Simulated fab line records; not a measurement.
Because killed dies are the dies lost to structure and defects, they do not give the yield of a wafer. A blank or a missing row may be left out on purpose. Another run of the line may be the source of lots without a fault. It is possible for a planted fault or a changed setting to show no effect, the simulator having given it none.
fab line records	flow sky130
record lots=5	wafers=15	lastDay=49
route steps=708 shown LOCAL_INTERCONNECT@403 CONTACT@406 PAD_OPEN@708
lots that met no fault: taken from a fault-free run of the same line
startH: start of the lot's first displayed wafer, in hours after the record's first day	waitH: hours from the lot's prior step to this one	" as in the row above	L1.1+2: several wafers, shown together as one row	- no value present, or no start provided	* or withheld: withheld	< > ~ a bound
route shown NAME@n: NAME is a module with steps in the file, n the number in the route of the first one	usual: mean and standard deviation over wafers with no fault	same: alike in all rows	chamber/n: place in a boat	sites: each site's reading	_std_site: how widely they spread, as a standard deviation	_edge_site: inner sites' mean taken away from outer sites' mean	radiusMm: for every site, how far away it sits from the centre of the wafer	mask NAME#n: copy n	behind: the tool/chamber that last shaped the wafer	hold: the reason the lot was held/the length of the hold in hours/how it ended	device: the transistor (n, p or np) that didn't switch	end of line: the tests these same wafers got at the end of their route	a step with no rows: only its recipe	killed: dies that structure and defects cost at the first sort, which is not the same as the wafer's yield	map: a wafer's dies, x killed, . not, _ none there
set.NAME: the setting as run; set.NAME@STEP: as run at that earlier step	model.NAME: the simulator's own value behind a step, which no gauge read
lots seen at some steps along the route; tables by step, rows by wafer
services: a tool's chamber out of use, with start hour (startH, from the record's first day; less than 0 if before it), hours out, and reason
## steps
# step SKY_LOCAL_INTERCONNECT_STRIP_16
# recipe chemistry=postEtchResidueRemover	timeS=1200	tempC=72.5
# step SKY_LOCAL_INTERCONNECT_CLEAN_17
# recipe chemistry=IPA	timeS=180	tempC=25
# step SKY_LOCAL_INTERCONNECT_CLEAN_18
# recipe chemistry=O3/DIW	dry=n2Spin
# step SKY_CONTACT_CVD_00
# recipe material=Si3N4	targetThkNm=75	tempC=400	timeS=withheld	rfW=465.4
# usual heaterPowerW=742/110
lot.wafer	tool	chamber	startH	waitH	heaterPowerW
L427.1	pecvd-03	2	730.01	0.0	800
L427.2	"	1	"	"	970
L427.3	"	2	"	"	818
L430.1	pecvd-01	2	764.40	0.0	791
L430.2	"	0	"	"	719
L430.6	"	0	"	"	724
L432.4	pecvd-03	2	780.92	0.0	741
L432.5	"	0	"	"	776
L432.6	"	1	"	"	958
L434.2	pecvd-03	1	793.67	0.0	881
L434.4	"	0	"	"	648
L434.6	"	1	"	"	887
L441.1	pecvd-01	2	841.59	0.0	824
L441.2	"	0	"	"	754
L441.5	"	0	"	"	740
# step SKY_CONTACT_THK_MEAS_01
# recipe reads=Si3N4_of_CONTACT_CVD_00
# usual CONTACT_CVD_00_THK=75.3/1.1
lot.wafer	tool	chamber	startH	waitH	CONTACT_CVD_00_THK[nm]
L427.1	filmMetro-04	-	730.06	-	74.1
L427.2	"	-	"	"	74.5
L427.3	"	-	"	"	74.9
L430.1	filmMetro-01	-	764.43	-	74.2
L430.2	"	-	"	"	73.9
L430.6	"	-	"	"	74.0
L432.4	filmMetro-03	-	780.96	-	77.4
L432.5	"	-	"	"	77.1
L432.6	"	-	"	"	77.5
L434.2	filmMetro-03	-	793.71	-	74.9
L434.4	"	-	"	"	76.4
L434.6	"	-	"	"	76.6
L441.1	filmMetro-01	-	841.63	-	74.8
L441.2	"	-	"	"	73.1
L441.5	"	-	"	"	74.3
# step SKY_CONTACT_HDPCVD_02
# recipe material=SiO2	targetThkNm=565	sigmaOpenFrac=0.3	timeS=94.2	tempC=600	sih4FlowSccm=60	pressureMtorr=6
# step SKY_CONTACT_THK_MEAS_03
# recipe reads=SiO2_of_CONTACT_HDPCVD_02
# usual CONTACT_HDPCVD_THK=563/7.5
lot.wafer	tool	chamber	startH	waitH	CONTACT_HDPCVD_THK[nm]
L427.1	filmMetro-04	-	730.19	0.0	568
L427.2	"	-	"	"	570
L427.3	"	-	"	"	558
L430.1	filmMetro-04	-	764.56	0.0	555
L430.2	"	-	"	"	574
L430.6	"	-	"	"	572
L432.4	filmMetro-03	-	781.09	0.0	549
L432.5	"	-	"	"	568
L432.6	"	-	"	"	567
L434.2	filmMetro-01	-	793.84	0.0	564
L434.4	"	-	"	"	570
L434.6	"	-	"	"	567
L441.1	filmMetro-03	-	841.76	0.0	554
L441.2	"	-	"	"	552
L441.5	"	-	"	"	553
# step SKY_CONTACT_CMP_04
# recipe material=SiO2	downForcePsi=4	platenRpm=60	padVelocityMS=0.94248
# usual motorCurrentA=11.3/0.82	slurryFlowMlMin=149.9/0.52	timeToEndpointS=81/6.5
lot.wafer	tool	chamber	startH	waitH	motorCurrentA	slurryFlowMlMin	timeToEndpointS
L427.3	cmp-01	3	730.36	0.1	11.0	150.7	77
L427.2	"	0	"	"	12.2	149.2	77
L427.1	"	1	"	"	11.8	150.6	79
L430.2	cmp-01	2	764.72	0.1	9.7	149.5	74
L430.1	"	3	"	"	10.9	150.0	75
L430.6	"	0	"	"	12.2	148.9	75
L432.4	cmp-02	0	781.22	0.1	12.2	149.2	74
L432.6	"	2	"	"	10.3	149.9	85
L432.5	"	3	"	"	11.3	150.2	88
L434.2	cmp-01	2	793.89	0.0	10.0	149.9	71
L434.4	"	3	"	"	10.8	150.4	79
L434.6	"	3	"	"	11.3	150.6	79
L441.2	cmp-02	2	841.87	0.1	10.1	149.8	85
L441.1	"	0	"	"	12.6	150.2	78
L441.5	"	1	"	"	11.1	150.2	90
# step SKY_CONTACT_BOW_MEAS_05
# recipe mode=bow
# usual CONTACT_BOW=82/7.4
lot.wafer	tool	chamber	startH	waitH	CONTACT_BOW[um]
L427.1	filmMetro-01	-	730.61	0.1	79
L427.2	"	-	"	"	86
L427.3	"	-	"	"	91
L430.1	filmMetro-03	-	764.92	0.1	87
L430.2	"	-	"	"	86
L430.6	"	-	"	"	87
L432.4	filmMetro-03	-	781.48	0.2	76
L432.5	"	-	"	"	77
L432.6	"	-	"	"	76
L434.2	filmMetro-01	-	794.21	0.3	89
L434.4	"	-	"	"	79
L434.6	"	-	"	"	77
L441.1	filmMetro-01	-	842.12	0.1	82
L441.2	"	-	"	"	85
L441.5	"	-	"	"	79
# step SKY_CONTACT_DEHYDRATE_06
# recipe tempC=200	timeS=60
# step SKY_CONTACT_HMDS_07
# recipe primeTimeS=60	primeTempC=120
# step SKY_CONTACT_COAT_08
# recipe resist=BARC	tempC=withheld	timeS=withheld	spinRpm=3000	resistThkNm=60
# step SKY_CONTACT_COAT_09
# recipe resist=KrF-thick	spinRpm=3000	resistThkNm=450
# usual resistLineTempC=23.00/0.12	spinSpeedRpm=3000.5/1.8
lot.wafer	tool	chamber	startH	waitH	resistLineTempC	spinSpeedRpm	model.KrF-thick_of_CONTACT_COAT_09.thkNm
L427.1	lithoTrack-02	0	745	-	23.03	3000.3	451.8
L427.2	"	0	"	"	23.09	3000.4	452
L427.3	"	0	"	"	22.99	3000.8	450.4
L430.1	lithoTrack-01	0	778	-	23.06	3001.2	448.9
L430.2	"	0	"	"	23.10	3000.1	449.2
L430.6	"	0	"	"	23.13	3001.1	449.6
L432.4	lithoTrack-01	0	794	-	23.02	3000.1	449.7
L432.5	"	0	"	"	23.05	3004.0	451.4
L432.6	"	0	"	"	23.13	3001.9	450.9
L434.2	lithoTrack-01	0	807	-	22.97	3001.4	452.1
L434.4	"	0	"	"	22.70	2999.2	452.1
L434.6	"	0	"	"	22.89	3000.0	452
L441.1	lithoTrack-01	0	855	-	23.15	2999.0	551.4
L441.2	"	0	"	"	23.14	3004.1	551.1
L441.5	"	0	"	"	22.97	2999.5	551.4
# step SKY_CONTACT_SOFTBAKE_10
# recipe tempC=100	timeS=90	resist=KrF-thick
# step SKY_CONTACT_EXPOSE_11
# recipe maskId=CTM1	na=0.8	sourceShape=annular	sigmaInner=0.55	sigmaOuter=0.85	targetCdNm=170	doseMj=38
# step SKY_CONTACT_PEB_12
# recipe pebTempC=withheld	pebTimeS=withheld	resist=KrF-thick
# step SKY_CONTACT_DEVELOP_13
# recipe developTimeS=60	resist=KrF-thick	devTempC=21
# step SKY_CONTACT_CD_MEAS_14
# recipe targetCdNm=170
# usual cdNm=170.3/1.5
lot.wafer	tool	chamber	startH	waitH	cdNm
L427.1	cdSem-01	-	758.83	-	171.0
L427.2	"	-	"	"	170.3
L427.3	"	-	"	"	169.0
L430.1	cdSem-02	-	791.38	-	173.1
L430.2	"	-	"	"	174.3
L430.6	"	-	"	"	172.6
L432.4	cdSem-01	-	808.30	-	172.6
L432.5	"	-	"	"	171.2
L432.6	"	-	"	"	171.8
L434.2	cdSem-01	-	820.36	-	171.0
L434.4	"	-	"	"	170.0
L434.6	"	-	"	"	170.3
L441.1	cdSem-02	-	868.48	-	167.0
L441.2	"	-	"	"	166.3
L441.5	"	-	"	"	166.1
# step SKY_CONTACT_OVL_MEAS_15
# usual CONTACT_OVL=1/6
lot.wafer	tool	chamber	startH	waitH	CONTACT_OVL[nm]
L427.1	overlay-01	-	758.95	0.1	1
L427.2	"	-	"	"	-1
L427.3	"	-	"	"	-2
L430.1	overlay-01	-	791.50	0.1	6
L430.2	"	-	"	"	2
L430.6	"	-	"	"	4
L432.4	overlay-02	-	808.38	0.1	2
L432.5	"	-	"	"	-8
L432.6	"	-	"	"	0
L434.2	overlay-02	-	820.47	0.1	-4
L434.4	"	-	"	"	-5
L434.6	"	-	"	"	3
L441.1	overlay-02	-	868.60	0.1	-4
L441.2	"	-	"	"	-10
L441.5	"	-	"	"	-3
# step SKY_CONTACT_ETCH_16
# recipe chemistry=N2/H2	target=BARC	ionEnergyEv=200	sourceW=500	biasW=100	pressureMtorr=30	n2FlowSccm=100	h2FlowSccm=200	stopOn=SiO2	timeS=45.9	targetDepthA=600
# usual drypumpMotorCurrentA=5.7/0.4	oesProductAu=0.855/0.0052	throttleValvePct=13.225/0.0086
lot.wafer	tool	chamber	startH	waitH	drypumpMotorCurrentA	oesProductAu	rfHoursCounterH	throttleValvePct	model.CONTACT.cdNm
L427.1	rieDiel-03	1	758.99	0.0	6.0	0.860	32	13.216	171.6
L427.2	"	2	"	"	5.9	0.855	4	13.231	170.4
L427.3	"	0	"	"	5.2	0.859	19	13.226	168.4
L430.1	rieDiel-01	0	791.54	0.0	5.5	0.849	42	13.228	172.3
L430.2	"	3	"	"	6.1	0.850	9	13.215	172.9
L430.6	"	3	"	"	6.0	0.850	-	13.233	171
L432.4	rieDiel-04	3	808.40	0.0	5.3	0.854	4	13.226	173.2
L432.5	"	2	"	"	5.0	0.852	-	13.216	172.2
L432.6	"	1	"	"	5.4	0.851	-	13.229	171
L434.2	rieDiel-04	1	820.50	0.0	5.4	0.849	6	13.222	171
L434.4	"	3	"	"	5.3	0.860	4	13.221	170.8
L434.6	"	1	"	"	5.4	0.852	-	13.217	169.9
L441.1	rieDiel-04	2	868.64	0.0	5.0	0.851	17	13.215	168
L441.2	"	3	"	"	5.3	0.848	6	13.226	166
L441.5	"	1	"	"	5.4	0.848	-	13.233	165.6
# step SKY_CONTACT_ETCH_17
# recipe target=SiO2	chemistry=C4F8/O2/Ar	stopOn=Si3N4	maskMaterial=KrF-thick	sourceW=1500	biasW=1200	pressureMtorr=40	c4f8FlowSccm=withheld	O2_flow_sccm=6	Ar_flow_sccm=300	timeS=withheld	targetDepthA=3400
# usual oesProductAu=0.891/0.0054
lot.wafer	tool	chamber	startH	waitH	oesProductAu
L427.1	rieDiel-03	1	759.03	0.0	0.890
L427.2	"	2	"	"	0.887
L427.3	"	0	"	"	0.887
L430.1	rieDiel-01	0	791.58	0.0	0.890
L430.2	"	3	"	"	0.888
L430.6	"	3	"	"	0.887
L432.4	rieDiel-04	3	808.44	0.0	0.887
L432.5	"	2	"	"	0.885
L432.6	"	1	"	"	0.891
L434.2	rieDiel-04	1	820.54	0.0	0.882
L434.4	"	3	"	"	0.892
L434.6	"	1	"	"	0.887
L441.1	rieDiel-04	2	868.68	0.0	0.896
L441.2	"	3	"	"	0.891
L441.5	"	1	"	"	0.895
# step SKY_CONTACT_ETCH_18
# recipe target=Si3N4	chemistry=CHF3/O2	stopOn=TiN	sourceW=600	biasW=200	pressureMtorr=40	chf3FlowSccm=50	O2_flow_sccm=5	timeS=39	targetDepthA=750
# usual drypumpMotorCurrentA=5.7/0.39	oesProductAu=0.856/0.008	throttleValvePct=8.791/0.0082
lot.wafer	tool	chamber	startH	waitH	drypumpMotorCurrentA	oesProductAu	rfHoursCounterH	throttleValvePct	model.KrF-thick_of_CONTACT_COAT_09.thkNm	model.CONTACT.cdNm
L427.1	rieDiel-03	1	-	-	6.0	0.853	32	8.797	250.3	171.1
L427.2	"	2	"	"	5.9	0.854	4	8.811	244.4	170.2
L427.3	"	0	"	"	5.2	0.857	19	8.779	241.4	168.4
L430.1	rieDiel-01	0	-	-	5.5	0.845	42	8.808	242.7	172.4
L430.2	"	3	"	"	6.0	0.852	9	8.805	248.7	173.2
L430.6	"	3	"	"	6.1	0.847	-	8.796	249.9	171.2
L432.4	rieDiel-04	3	-	-	5.3	0.875	4	8.793	246.4	173.3
L432.5	"	2	"	"	5.1	0.866	-	8.806	244.1	172.3
L432.6	"	1	"	"	5.4	0.869	-	8.787	240.6	171.1
L434.2	rieDiel-04	1	-	-	5.4	0.863	6	8.791	242.7	171
L434.4	"	3	"	"	5.3	0.872	5	8.793	249.9	170.7
L434.6	"	1	"	"	5.4	0.865	-	8.799	243.4	170.1
L441.1	rieDiel-04	2	-	-	5.0	0.845	17	8.790	346.8	168
L441.2	"	3	"	"	5.3	0.843	6	8.785	350	165.7
L441.5	"	1	"	"	5.4	0.846	-	8.788	340.5	166
# step SKY_CONTACT_STRIP_19
# recipe chemistry=O2/N2	powerW=1400	pressureMtorr=1500	platenTempC=withheld	o2FlowSccm=3000	n2FlowSccm=300	overashFraction=0.5
# usual drypumpMotorCurrentA=5.7/0.3	oesProductAu=0.381/0.005	stripTimeToEndpointS=3.63/0.046
lot.wafer	tool	chamber	startH	waitH	drypumpMotorCurrentA	oesProductAu	rfHoursCounterH	stripTimeToEndpointS
L427.1	plasmaAsher-04	1	759.12	-	5.2	0.389	2	3.73
L427.2	"	0	"	"	5.6	0.379	2	3.62
L427.3	"	0	"	"	5.6	0.378	-	3.60
L430.1	plasmaAsher-03	0	791.67	-	5.5	0.382	60	3.62
L430.2	"	1	"	"	5.6	0.380	60	3.69
L430.6	"	1	"	"	5.6	0.386	-	3.70
L432.4	plasmaAsher-04	1	808.56	-	5.2	0.382	-	3.66
L432.5	"	0	"	"	5.6	0.380	-	3.63
L432.6	"	1	"	"	5.1	0.389	-	3.58
L434.2	plasmaAsher-03	0	820.63	-	5.5	0.377	63	3.59
L434.4	"	1	"	"	5.6	0.381	-	3.69
L434.6	"	1	"	"	5.6	0.382	-	3.61
L441.1	plasmaAsher-03	1	868.77	-	5.5	0.427	68	4.70
L441.2	"	0	"	"	5.5	0.425	68	4.74
L441.5	"	1	"	"	5.6	0.426	-	4.64
# step SKY_CONTACT_STRIP_20
# recipe chemistry=postEtchResidueRemover	timeS=1200	tempC=72.5
# step SKY_PAD_OPEN_PROBE_99
# usual killed_at_M0_to_M3=43/6.6	killed_at_M4_up=2.9/1.8	killedAtContacts=25/5.3	killedAtFrontEnd=15/4.1	killedAtOther=0.3/0.6	killedDies=86/8.8	killedOpen=47/6.7	killedShort=39/6.2
# same grossDies=492	killedAtBackSide=0
lot.wafer	tool	chamber	startH	waitH	killed_at_M0_to_M3	killed_at_M4_up	killedAtContacts	killedAtFrontEnd	killedAtOther	killedDies	killedOpen	killedShort
L427.1	prober-02	-	1094.80	0.1	45	1	20	11	0	77	45	32
L427.2	prober-02	-	1094.85	0.1	43	0	30	31	1	105	53	52
L427.3	prober-02	-	1094.90	0.2	43	5	26	17	0	91	53	38
L430.1	prober-01	-	1120.21	0.1	40	4	21	14	0	79	35	43
L430.2	prober-01	-	1120.26	0.1	54	5	20	16	0	95	44	50
L430.6	prober-01	-	1120.46	0.2	55	3	26	14	0	98	49	49
L432.4	prober-01	-	1133.92	0.2	38	2	21	8	1	70	41	29
L432.5	prober-01	-	1133.97	0.2	36	3	21	10	0	70	35	35
L432.6	prober-01	-	1134.02	0.2	48	2	14	17	0	81	42	39
L434.2	prober-02	-	1141.31	0.1	39	3	23	17	1	83	39	44
L434.4	prober-02	-	1141.41	0.2	45	5	26	14	0	90	46	44
L434.6	prober-02	-	1141.51	0.2	40	2	34	12	0	88	51	37
L441.1	prober-01	-	1176.52	0.1	51	6	30	5	1	93	57	36
L441.2	prober-01	-	1176.57	0.1	38	3	21	17	0	79	48	31
L441.5	prober-01	-	1176.72	0.2	44	3	28	13	0	88	54	33
# killed by level:class
L427.1 VIA1:geometricParticle:open=16 CONTACT:geometricParticle:open=10 METAL1:geometricParticle:short=8 LI_CONTACT:geometricParticle:open=5 POLY_GATE:geometricParticle:short=4 METAL2:geometricParticle:short=4 VIA1:geometricParticle:short=4 VIA3:geometricParticle:open=4
L427.2 POLY_GATE:geometricParticle:short=11 VIA1:geometricParticle:open=10 LI_CONTACT:geometricParticle:open=9 CONTACT:geometricParticle:open=9 LOCAL_INTERCONNECT:geometricParticle:short=7 METAL1:geometricParticle:short=7 FIELD_ISO:geometricParticle:open=6 FIELD_ISO:geometricParticle:short=5
L427.3 VIA1:geometricParticle:open=13 CONTACT:geometricParticle:open=11 METAL1:geometricParticle:short=8 VIA1:geometricParticle:short=6 FIELD_ISO:geometricParticle:open=5 LI_CONTACT:geometricParticle:open=5 POLY_GATE:geometricParticle:open=4 LI_CONTACT:geometricParticle:short=4
L430.1 VIA1:geometricParticle:open=7 CONTACT:geometricParticle:short=7 METAL1:geometricParticle:short=7 POLY_GATE:geometricParticle:open=6 CONTACT:geometricParticle:open=6 LI_CONTACT:geometricParticle:open=5 VIA2:geometricParticle:short=5 METAL2:geometricParticle:short=4
L430.2 VIA1:geometricParticle:open=12 METAL2:geometricParticle:short=8 VIA3:geometricParticle:open=7 VIA2:geometricParticle:open=7 METAL1:geometricParticle:short=6 FIELD_ISO:geometricParticle:short=5 LI_CONTACT:geometricParticle:open=5 LOCAL_INTERCONNECT:geometricParticle:short=5
L430.6 VIA1:geometricParticle:open=12 VIA1:geometricParticle:short=11 VIA3:geometricParticle:open=9 CONTACT:geometricParticle:open=8 CONTACT:geometricParticle:short=7 METAL1:geometricParticle:short=7 VIA2:geometricParticle:open=7 POLY_GATE:geometricParticle:short=4
L432.4 VIA1:geometricParticle:open=12 LI_CONTACT:geometricParticle:open=7 CONTACT:geometricParticle:open=7 VIA1:geometricParticle:short=7 VIA2:geometricParticle:open=7 POLY_GATE:geometricParticle:short=3 LOCAL_INTERCONNECT:geometricParticle:short=3 CONTACT:geometricParticle:short=3
L432.5 CONTACT:geometricParticle:open=9 CONTACT:geometricParticle:short=6 VIA1:geometricParticle:open=6 VIA2:geometricParticle:open=6 METAL1:geometricParticle:short=6 VIA3:geometricParticle:open=5 POLY_GATE:geometricParticle:short=4 METAL2:geometricParticle:short=4
L432.6 VIA1:geometricParticle:open=8 METAL2:geometricParticle:short=6 VIA2:geometricParticle:open=6 POLY_GATE:geometricParticle:short=5 POLY_GATE:geometricParticle:open=5 METAL1:geometricParticle:short=5 VIA3:geometricParticle:open=5 VIA3:geometricParticle:short=4
L434.2 FIELD_ISO:geometricParticle:short=6 LI_CONTACT:geometricParticle:short=6 LI_CONTACT:geometricParticle:open=6 METAL1:geometricParticle:short=6 VIA1:geometricParticle:open=6 CONTACT:geometricParticle:short=5 CONTACT:geometricParticle:open=5 METAL2:geometricParticle:short=5
L434.4 VIA1:geometricParticle:open=10 CONTACT:geometricParticle:open=8 LI_CONTACT:geometricParticle:open=7 FIELD_ISO:geometricParticle:open=5 VIA3:geometricParticle:open=5 VIA2:geometricParticle:open=5 CONTACT:geometricParticle:short=5 VIA2:geometricParticle:short=5
L434.6 VIA1:geometricParticle:open=12 CONTACT:geometricParticle:open=12 LI_CONTACT:geometricParticle:open=10 FIELD_ISO:geometricParticle:open=7 CONTACT:geometricParticle:short=7 LOCAL_INTERCONNECT:geometricParticle:short=4 METAL1:geometricParticle:short=4 VIA1:geometricParticle:short=4
L441.1 VIA1:geometricParticle:open=12 CONTACT:geometricParticle:open=9 VIA3:geometricParticle:open=9 LI_CONTACT:geometricParticle:open=7 VIA2:geometricParticle:open=7 LOCAL_INTERCONNECT:geometricParticle:short=6 VIA1:geometricParticle:short=6 METAL4:geometricParticle:short=4
L441.2 VIA1:geometricParticle:open=14 CONTACT:geometricParticle:open=9 SPACER:geometricParticle:open=6 VIA3:geometricParticle:open=5 CONTACT:geometricParticle:short=4 LI_CONTACT:geometricParticle:open=4 METAL1:geometricParticle:short=4 POLY_CUT:geometricParticle:open=3
L441.5 CONTACT:geometricParticle:open=14 VIA1:geometricParticle:open=12 LI_CONTACT:geometricParticle:open=7 VIA2:geometricParticle:open=7 METAL2:geometricParticle:short=6 SPACER:geometricParticle:open=5 VIA1:geometricParticle:short=5 METAL3:geometricParticle:short=4
## services
tool	chamber	startH	hours	kind
pecvd-01	0	707.52	4.7	repair
rieDiel-03	1	716.87	3.0	repair
pecvd-03	-	720.29	2.0	repair
rieDiel-01	0	721.76	9.7	repair
cmp-01	-	722.84	5.5	pm
rieDiel-01	3	724.90	10.0	repair
cmp-02	-	728.62	5.1	repair
pecvd-03	-	730.83	2.8	pm
plasmaAsher-04	-	733.75	9.0	pm
rieDiel-03	-	733.75	0.5	repair
pecvd-03	0	737.69	4.7	repair
rieDiel-04	-	737.98	2.8	pm
rieDiel-01	2	747.04	12.2	repair
plasmaAsher-03	-	751.83	6.1	repair
rieDiel-01	-	757.43	2.8	pm
rieDiel-03	0	762.47	4.5	repair
rieDiel-01	0	767.53	12.5	repair
rieDiel-01	1	788.17	4.1	repair
cmp-01	-	801.83	9.2	pm
rieDiel-04	-	814.09	2.4	repair
rieDiel-03	-	814.75	2.0	repair
rieDiel-04	2	824.43	4.9	repair
pecvd-03	2	833.52	19.0	repair
cmp-01	-	854.20	1.3	repair
## key
firstSign step=SKY_CONTACT_CD_MEAS_14	reading=cdNm	direction=down	sigmas=2.5	usual=170.3	struck=166.5
effect step=SKY_CONTACT_STRIP_19	reading=stripTimeToEndpointS	direction=up	sigmas=23	usual=*	struck=*
modelEffect step=SKY_CONTACT_COAT_09	value=KrF-thick_of_CONTACT_COAT_09.thkNm	without=449.1	struck=551.3
modelEffect step=SKY_CONTACT_ETCH_16	value=CONTACT.cdNm	without=169.8	struck=166.6
modelEffect step=SKY_CONTACT_ETCH_18	value=KrF-thick_of_CONTACT_COAT_09.thkNm	without=243.6	struck=345.7
metAt SKY_CONTACT_COAT_09
struckWafers L441.1,L441.2,L441.5
testerLeftOut L441
onsetBetween 807 855
alsoFits time
fault kind=processParameterDrift	tool=lithoTrack-01	chamber=-	onsetH=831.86	steps=SKY_CONTACT_COAT_09	channel=resistThkNm	offset=102.36	shape=step	endH=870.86	actsIn=theseRecipesOnly	stated=450
# testerLeftOut: of these lots the tester's yield and bins aren't shown, on N5 and GAA mostly nor the transistor test; their killed dies are dies lost to structure and defects alone, not to doping, threshold or leakage, so they don't give the yield
